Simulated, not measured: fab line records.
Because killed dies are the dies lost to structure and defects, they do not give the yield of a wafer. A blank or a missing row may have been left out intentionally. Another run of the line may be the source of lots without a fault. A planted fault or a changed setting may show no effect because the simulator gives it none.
Split-lot experiment + flow sfq line + 5 lots, 23 wafers read, on a route of 325 steps

SPLIT DETAILS
At SFQ_TRILAYER_JJ_CE_LITHO_EXPOSE_115 (exposes mask J5, target cd 700 nm), the setting dose mj was moved away from the recipe's 14.4 on 10 of the 23 wafers read, by -7.1% to -3.8%. All remaining wafers had this setting at the recipe value.

FROM THE SPLIT TO THE READING: what the file shows between them, 2 steps
- SFQ_TRILAYER_JJ_CE_LITHO_PEB_117: peb time 60 s
- SFQ_TRILAYER_JJ_CE_LITHO_DEVELOP_116: time 60 s

THE READING
cd nm, in nm, at SFQ_TRILAYER_JJ_CE_METRO_MEASURE_117. On this fab line, fault-free wafers typically give 700.3 nm with a standard deviation of 1.4 nm.

| wafer  | tool, chamber at the split | dose mj as run | against the recipe | cd nm, nm | against lot-mates on the recipe |
|--------|----------------------------|----------------|--------------------|-----------|---------------------------------|
| L074.1 | krf scanner-01, 0          | 13.85          | -3.8%              | 706.5     | +6.7                            |
| L074.2 | krf scanner-01, 0          | 14.4           | recipe             | 700.3     | -                               |
| L074.4 | krf scanner-01, 0          | 14.4           | recipe             | 699.4     | -                               |
| L074.5 | krf scanner-01, 0          | 13.85          | -3.8%              | 705.1     | +5.3                            |
| L074.6 | krf scanner-01, 0          | 13.85          | -3.8%              | 705.6     | +5.8                            |
| L075.1 | krf scanner-01, 0          | 14.4           | recipe             | 701.3     | -                               |
| L075.3 | krf scanner-01, 0          | 14.4           | recipe             | 702.9     | -                               |
| L075.5 | krf scanner-01, 0          | 14.4           | recipe             | 701.6     | -                               |
| L077.2 | krf scanner-01, 0          | 13.38          | -7.1%              | 711.8     | +12.1                           |
| L077.3 | krf scanner-01, 0          | 14.4           | recipe             | 699.7     | -                               |
| L077.4 | krf scanner-01, 0          | 14.4           | recipe             | 699.9     | -                               |
| L077.5 | krf scanner-01, 0          | 13.38          | -7.1%              | 711.5     | +11.8                           |
| L077.6 | krf scanner-01, 0          | 14.4           | recipe             | 699.5     | -                               |
| L078.2 | krf scanner-01, 0          | 13.38          | -7.1%              | 711.5     | +12.1                           |
| L078.3 | krf scanner-01, 0          | 14.4           | recipe             | 698.5     | -                               |
| L078.4 | krf scanner-01, 0          | 14.4           | recipe             | 700.2     | -                               |
| L078.5 | krf scanner-01, 0          | 13.38          | -7.1%              | 711.9     | +12.5                           |
| L078.6 | krf scanner-01, 0          | 13.38          | -7.1%              | 710.3     | +10.9                           |
| L082.1 | krf scanner-02, 0          | 13.48          | -6.4%              | 712.2     | +12.7                           |
| L082.2 | krf scanner-02, 0          | 14.4           | recipe             | 700.0     | -                               |
| L082.3 | krf scanner-02, 0          | 13.48          | -6.4%              | 710.5     | +11.0                           |
| L082.4 | krf scanner-02, 0          | 14.4           | recipe             | 699.4     | -                               |
| L082.6 | krf scanner-02, 0          | 14.4           | recipe             | 699.0     | -                               |

FIT RESULTS
A straight line over all 23 wafers: cd nm changes by -1.62 nm for each +1% of dose mj; r = -0.98; the points scatter about the line by 1.1 nm.
The same after taking each lot's own level away (the mean of its wafers on the recipe; 23 wafers): -1.71 nm for each +1%; r = -0.99; scatter 0.72 nm.
Per that fit: largest dose mj move, reading shift of 12 nm.
From 699.35 to 701.93 nm: that is the span of the lots' own levels, equal to 1.8 times the standard deviation above.
The two slopes are in agreement: the lot-to-lot level therefore moves the slope only a little.
Check: with one of the wafers moved furthest among these (-7.1%) left out of the fit, the line predicts +12.1 nm for it against its lot-mates. It came out at +12.1 nm against them.

THE WHOLE CHAIN: every reading that the file lists as answering this split, in the file's order
| step                                 | what it does                                              | reading                                                   | change (the file's fit)              | r (the file's) |
|--------------------------------------|-----------------------------------------------------------|-----------------------------------------------------------|--------------------------------------|----------------|
| SFQ_TRILAYER_JJ_CE_METRO_MEASURE_117 |                                                           | cd nm                                                     | -1.72 nm for each +1% of the setting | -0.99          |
| SFQ_TRILAYER_JJ_CE_BARC_OPEN_RIE_150 | chemistry O2, target BARC, target depth 240 nm, time 80 s | JJ.cd nm (the simulator's own value, which no gauge read) | -1.68 nm for each +1% of the setting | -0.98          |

FILE'S OWN FIT
cd nm changes by -1.72 nm for each +1% of dose mj, r = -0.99.
